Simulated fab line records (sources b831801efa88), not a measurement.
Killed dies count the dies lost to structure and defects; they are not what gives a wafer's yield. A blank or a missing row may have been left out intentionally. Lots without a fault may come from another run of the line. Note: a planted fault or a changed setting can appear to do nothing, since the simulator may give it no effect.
fab line records | flow sky130
record: lots: 12 wafers: 34 last_day: 50
route steps=708 shown METAL2@498 VIA2@521 CAPM@539
lots that met no fault: from a run of the same line without faults
start_h: hours from the record's opening day to when the first of the lot's shown wafers began | wait_h: time in hours since the lot's previous step | " repeats the value in the row above | L1.1+2: several wafers, shown together as one row | - no value, or no start given | * or withheld: withheld | < > ~ a bound
route shown NAME@n: a module of which the file shows steps, and the number in the route of the first | usual: mean and standard deviation over wafers with no fault | same: alike in all rows | chamber/n: place in a boat | sites: readings site by site | _std_site: standard deviation across them | _edge_site: outer sites' mean less inner sites' | radius_mm: for every site, how far away it sits from the centre of the wafer | mask NAME#n: copy n | behind: tool/chamber where the wafer was last shaped | hold: what put the lot on hold/how long, in hours/how the hold closed | device: which transistor (n, p or np) failed to switch | end of line: the tests these same wafers got at the end of their route | where a step has no rows: the recipe by itself | killed: not the wafer's yield, but the dies lost to structure and defects at the first sort | map: dies across one wafer; x = killed, . = not, _ = none there
set.NAME: the setting that was run; set.NAME@STEP: the one run at that earlier step | model.NAME: the simulator's own value behind a step, which no gauge read
one table for each step of the route and one row for each wafer, over a sample of lots
services: a tool's chamber out of use, with start hour (start_h, from the record's first day; less than 0 if before it), hours out, and reason
== steps ==
step: SKY_METAL2_CD_MEAS_15
recipe: target_cd_nm: 140
usual: cd_nm: 140.1/1.6
columns lot.wafer tool chamber start_h wait_h cd_nm
L630.3 cd_sem-02 - 827.12 - 141.2
L630.5 " - " " 141.4
L630.6 " - " " 139.7
L631.1 cd_sem-01 - 835.08 - 138.0
L631.3 " - " " 138.3
L631.6 " - " " 138.6
L632.2 cd_sem-01 - 840.25 - 141.7
L632.4 " - " " 140.8
L632.5 " - " " 142.2
L633.1 cd_sem-02 - 861.72 - 141.1
L633.4 " - " " 140.7
L633.6 " - " " 141.1
L634.2 cd_sem-01 - 883.39 - 137.6
L634.4 " - " " 138.8
L634.6 " - " " 138.4
L636.1 cd_sem-01 - 889.79 - 139.7
L636.2 " - " " 137.6
L636.3 " - " " 141.2
L635.2 cd_sem-02 - 892.15 - 137.5
L635.4 " - " " 137.6
L635.6 " - " " 136.5
L639.2 cd_sem-01 - 909.85 - 140.8
L645.1 cd_sem-01 - 942.82 - 140.6
L645.2 " - " " 140.6
L645.3 " - " " 139.8
L648.2 cd_sem-01 - 961.35 - 139.5
L648.4 " - " " 139.9
L648.5 " - " " 140.2
L650.1 cd_sem-02 - 967.79 - 138.4
L650.5 " - " " 137.5
L650.6 " - " " 137.9
L652.1 cd_sem-01 - 986.82 - 141.7
L652.2 " - " " 142.9
L652.4 " - " " 142.4
step: SKY_VIA2_ETCH_14
recipe: chemistry: N2/H2 target: BARC ion_energy_ev: 200 source_w: 500 bias_w: 100 pressure_mtorr: 30 n2_flow_sccm: 100 h2_flow_sccm: 200 stop_on: SiO2 time_s: 45.9 target_depth_a: 600
usual: drypump_motor_current_A: 5.7/0.56 oes_product_au: 0.854/0.0045 throttle_valve_pct: 13.224/0.0096
columns lot.wafer tool chamber start_h wait_h drypump_motor_current_A oes_product_au rf_hours_counter_h throttle_valve_pct
L630.3 rie_diel-04 0 855.49 0.0 5.0 0.850 3 13.226
L630.5 " 2 " " 5.0 0.850 - 13.237
L630.6 " 3 " " 5.2 0.854 - 13.219
L631.1 rie_diel-01 2 863.78 0.0 5.7 0.861 7 13.227
L631.3 " 3 " " 6.0 0.853 8 13.241
L631.6 " 2 " " 5.7 0.851 - 13.221
L632.2 rie_diel-02 3 867.84 0.0 6.8 0.860 14 13.232
L632.4 " 0 " " 6.3 0.858 15 13.223
L632.5 " 0 " " 6.3 0.849 - 13.238
L633.1 rie_diel-01 3 887.74 0.0 6.0 0.849 9 13.228
L633.4 " 0 " " 5.0 0.850 13 13.226
L633.6 " 1 " " 5.6 0.860 - 13.224
L634.2 rie_diel-01 0 911.29 0.0 5.0 0.856 14 13.233
L634.4 " 1 " " 5.6 0.850 7 13.211
L634.6 " 1 " " 5.6 0.847 - 13.220
L636.1 rie_diel-04 2 917.54 0.0 5.0 0.842 13 13.233
L636.2 " 3 " " 5.2 0.856 20 13.223
L636.3 " 1 " " 6.3 0.852 5 13.235
L635.2 rie_diel-02 1 920.09 0.0 5.5 0.854 11 13.212
L635.4 " 0 " " 6.3 0.854 17 13.228
L635.6 " 0 " " 6.4 0.855 - 13.211
L639.2 rie_diel-04 1 938.34 0.0 6.3 0.864 6 13.235
L645.1 rie_diel-04 2 968.29 0.0 5.0 0.856 14 13.228
L645.2 " 3 " " 5.2 0.853 22 13.225
L645.3 " 1 " " 6.3 0.850 6 13.210
L648.2 rie_diel-02 0 987.59 0.0 6.3 0.859 19 13.218
L648.4 " 2 " " 5.5 0.853 23 13.220
L648.5 " 2 " " 5.5 0.856 - 13.221
L650.1 rie_diel-02 3 992.38 0.0 6.8 0.858 18 13.212
L650.5 " 1 " " 5.6 0.855 - 13.228
L650.6 " 0 " " 6.3 0.851 - 13.211
L652.1 rie_diel-01 3 1012.89 0.0 6.0 0.850 12 13.215
L652.2 " 1 " " 5.6 0.860 9 13.215
L652.4 " 2 " " 5.6 0.855 10 13.210
step: SKY_VIA2_RS_MEAS_22
recipe: thk_meas_gauge: four-point-probe reads: W_of_VIA2_CVD_21+TiN_of_VIA2_SPUTTER_20
usual: VIA2_W_RS: 0.2741/0.0026
columns lot.wafer tool chamber start_h wait_h VIA2_W_RS[ohm/sq]
L630.3 film_metro-04 - 856.46 0.1 0.2733
L630.5 " - " " 0.2727
L630.6 " - " " 0.2694
L631.1 film_metro-02 - 864.71 0.1 0.2758
L631.3 " - " " 0.2764
L631.6 " - " " 0.2793
L632.2 film_metro-01 - 868.79 0.1 0.2716
L632.4 " - " " 0.2694
L632.5 " - " " 0.2704
L633.1 film_metro-02 - 888.69 0.1 0.2726
L633.4 " - " " 0.2755
L633.6 " - " " 0.2739
L634.2 film_metro-04 - 912.54 0.1 0.2741
L634.4 " - " " 0.2772
L634.6 " - " " 0.2746
L636.1 film_metro-02 - 918.43 0.1 0.2734
L636.2 " - " " 0.2730
L636.3 " - " " 0.2715
L635.2 film_metro-01 - 921.03 0.1 0.2736
L635.4 " - " " 0.2729
L635.6 " - " " 0.2737
L639.2 film_metro-02 - 939.32 0.2 0.2732
L645.1 film_metro-04 - 969.18 0.1 0.2723
L645.2 " - " " 0.2738
L645.3 " - " " 0.2742
L648.2 film_metro-01 - 988.50 0.1 0.2769
L648.4 " - " " 0.2770
L648.5 " - " " 0.2781
L650.1 film_metro-02 - 993.28 0.1 0.2742
L650.5 " - " " 0.2733
L650.6 " - " " 0.2774
L652.1 film_metro-02 - 1013.78 0.1 0.2695
L652.2 " - " " 0.2772
L652.4 " - " " 0.2704
step: SKY_CAPM_SPUTTER_02
recipe: material: TiN target_thk_nm: 200 temp_c: 300 power_w: 6500 time_s: 166.7 chamber_pressure_pa: 0.4
usual: chamber_pressure_pa: 0.4000/0.00082 throttle_valve_pct: 30.4/1.4
columns lot.wafer tool chamber start_h wait_h chamber_pressure_pa throttle_valve_pct
L630.3 pvd_sputter-02 - 857.14 0.0 0.3995 28.8
L630.5 " - " " 0.3987 28.8
L630.6 " - " " 0.3992 31.9
L631.1 pvd_sputter-04 - 865.43 0.1 0.4004 33.0
L631.3 " - " " 0.4004 29.0
L631.6 " - " " 0.4009 32.8
L632.2 pvd_sputter-01 - 869.49 0.0 0.4002 30.7
L632.4 " - " " 0.4001 30.1
L632.5 " - " " 0.4019 30.1
L633.1 pvd_sputter-02 - 889.40 0.1 0.4014 29.2
L633.4 " - " " 0.3994 31.0
L633.6 " - " " 0.4022 29.0
L634.2 pvd_sputter-02 - 913.52 0.0 0.3992 30.0
L634.4 " - " " 0.3999 31.1
L634.6 " - " " 0.3989 30.1
L636.1 pvd_sputter-01 - 919.14 0.1 0.4011 29.9
L636.2 " - " " 0.4012 28.2
L636.3 " - " " 0.3997 29.9
L635.2 pvd_sputter-02 - 921.73 0.0 0.4007 32.1
L635.4 " - " " 0.3991 30.2
L635.6 " - " " 0.3999 31.8
L639.2 pvd_sputter-02 - 940.02 0.0 0.4007 28.8
L645.1 pvd_sputter-01 - 969.90 0.1 0.4000 29.6
L645.2 " - " " 0.4010 28.5
L645.3 " - " " 0.3995 30.0
L648.2 pvd_sputter-04 - 989.19 0.0 0.3991 31.3
L648.4 " - " " 0.3997 29.1
L648.5 " - " " 0.4004 32.9
L650.1 pvd_sputter-01 - 993.99 0.1 0.4004 31.0
L650.5 " - " " 0.3993 30.0
L650.6 " - " " 0.3984 28.2
L652.1 pvd_sputter-04 - 1014.84 0.1 0.3994 31.7
L652.2 " - " " 0.3996 33.0
L652.4 " - " " 0.4005 29.2
step: SKY_CAPM_RS_MEAS_03
recipe: thk_meas_gauge: four-point-probe reads: TiN_of_CAPM_SPUTTER_02
usual: CAPM_TIN_RS: 6.92/0.08
columns lot.wafer tool chamber start_h wait_h CAPM_TIN_RS[ohm/sq]
L630.3 film_metro-01 - 857.29 0.1 6.94
L630.5 " - " " 6.93
L630.6 " - " " 6.89
L631.1 film_metro-03 - 865.54 0.1 6.83
L631.3 " - " " 6.91
L631.6 " - " " 6.78
L632.2 film_metro-01 - 869.62 0.1 6.73
L632.4 " - " " 6.93
L632.5 " - " " 6.80
L633.1 film_metro-02 - 889.51 0.1 6.86
L633.4 " - " " 6.84
L633.6 " - " " 6.85
L634.2 film_metro-02 - 913.64 0.1 6.95
L634.4 " - " " 6.96
L634.6 " - " " 6.96
L636.1 film_metro-01 - 919.25 0.1 6.94
L636.2 " - " " 6.89
L636.3 " - " " 7.01
L635.2 film_metro-01 - 921.86 0.1 6.87
L635.4 " - " " 6.97
L635.6 " - " " 6.90
L639.2 film_metro-02 - 940.15 0.1 6.61
L645.1 film_metro-02 - 970.01 0.1 6.95
L645.2 " - " " 6.83
L645.3 " - " " 6.90
L648.2 film_metro-01 - 989.32 0.1 6.95
L648.4 " - " " 7.06
L648.5 " - " " 6.95
L650.1 film_metro-02 - 994.10 0.1 6.75
L650.5 " - " " 6.82
L650.6 " - " " 6.75
L652.1 film_metro-02 - 1014.95 0.1 6.81
L652.2 " - " " 6.83
L652.4 " - " " 6.96
step: SKY_CAPM_THK_MEAS_04
recipe: thk_meas_gauge: xrf reads: TiN_of_CAPM_SPUTTER_02
usual: CAPM_TIN_THK: 198.0/2.2
columns lot.wafer tool chamber start_h wait_h CAPM_TIN_THK[nm]
L630.3 film_metro-01 - 857.39 0.1 197.5
L630.5 " - " " 198.5
L630.6 " - " " 199.1
L631.1 film_metro-03 - 865.66 0.1 200.7
L631.3 " - " " 198.6
L631.6 " - " " 201.3
L632.2 film_metro-01 - 869.73 0.1 202.0
L632.4 " - " " 197.3
L632.5 " - " " 202.4
L633.1 film_metro-02 - 889.63 0.1 200.7
L633.4 " - " " 201.0
L633.6 " - " " 201.0
L634.2 film_metro-02 - 913.75 0.1 196.0
L634.4 " - " " 197.9
L634.6 " - " " 195.9
L636.1 film_metro-01 - 919.37 0.1 197.3
L636.2 " - " " 199.9
L636.3 " - " " 196.1
L635.2 film_metro-01 - 921.97 0.1 200.5
L635.4 " - " " 196.4
L635.6 " - " " 198.9
L639.2 film_metro-02 - 940.26 0.1 207.7
L645.1 film_metro-02 - 970.13 0.1 196.8
L645.2 " - " " 200.9
L645.3 " - " " 197.9
L648.2 film_metro-01 - 989.43 0.1 197.2
L648.4 " - " " 193.9
L648.5 " - " " 198.1
L650.1 film_metro-02 - 994.22 0.1 202.7
L650.5 " - " " 200.4
L650.6 " - " " 201.1
L652.1 film_metro-02 - 1015.07 0.1 201.1
L652.2 " - " " 200.5
L652.4 " - " " 197.7
== services ==
columns tool chamber start_h hours kind
pvd_sputter-02 3 832.61 - consumable_replace:kit
pvd_sputter-02 3 832.61 18.0 scheduled_down
pvd_sputter-02 3 832.61 18.0 vent_cycle
rie_diel-01 - 858.90 0.3 repair
rie_diel-01 2 869.51 2.4 repair
rie_diel-01 - 912.30 15.6 pm
rie_diel-04 0 917.82 4.9 repair
rie_diel-02 - 926.02 0.2 repair
rie_diel-01 1 931.66 3.2 repair
pvd_sputter-01 - 944.01 3.1 repair
pvd_sputter-04 - 956.39 2.9 repair
rie_diel-04 - 958.96 8.2 repair
pvd_sputter-01 1 959.10 - consumable_replace:kit
pvd_sputter-01 1 959.10 18.0 scheduled_down
pvd_sputter-01 1 959.10 18.0 vent_cycle
rie_diel-02 - 969.67 2.8 pm
pvd_sputter-04 - 980.03 1.2 repair
rie_diel-04 - 980.94 0.4 repair
pvd_sputter-04 3 981.40 - consumable_replace:kit
pvd_sputter-04 3 981.40 18.0 scheduled_down
pvd_sputter-04 3 981.40 18.0 vent_cycle
rie_diel-02 2 991.44 12.5 repair
rie_diel-01 - 992.18 2.8 pm
rie_diel-04 - 997.98 0.2 repair
== key ==
first_sign: step: SKY_CAPM_RS_MEAS_03 reading: CAPM_TIN_RS direction: down sigmas: 3.9 usual: 6.92 struck: 6.61
effect: step: SKY_CAPM_THK_MEAS_04 reading: CAPM_TIN_THK direction: up sigmas: 4.3 usual: 198.0 struck: 207.7
met_at SKY_CAPM_SPUTTER_02
struck_lots L639
struck_wafers L639.2
tester_left_out L639
not_acting_at SKY_METAL2_CD_MEAS_15,SKY_VIA2_ETCH_14,SKY_VIA2_RS_MEAS_22
onset_between 889.40 940.02
earlier_fault: kind: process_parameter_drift tool: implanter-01 chamber: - onset_h: 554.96 steps: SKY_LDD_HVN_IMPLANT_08 channel: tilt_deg offset: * shape: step end_h: 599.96 acts_in: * stated: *
fault: kind: process_parameter_drift tool: pvd_sputter-02 chamber: - onset_h: 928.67 steps: SKY_CAPM_SPUTTER_02 channel: target_thk_nm offset: 9.5887 shape: step acts_in: these_recipes_only stated: 200 scope: struck_wafers_only
tester_left_out: of these lots the tester's yield and bins aren't shown, on N5 and GAA mostly nor the transistor test; their killed dies are dies lost to structure and defects alone, not to doping, threshold or leakage, so they don't give the yield
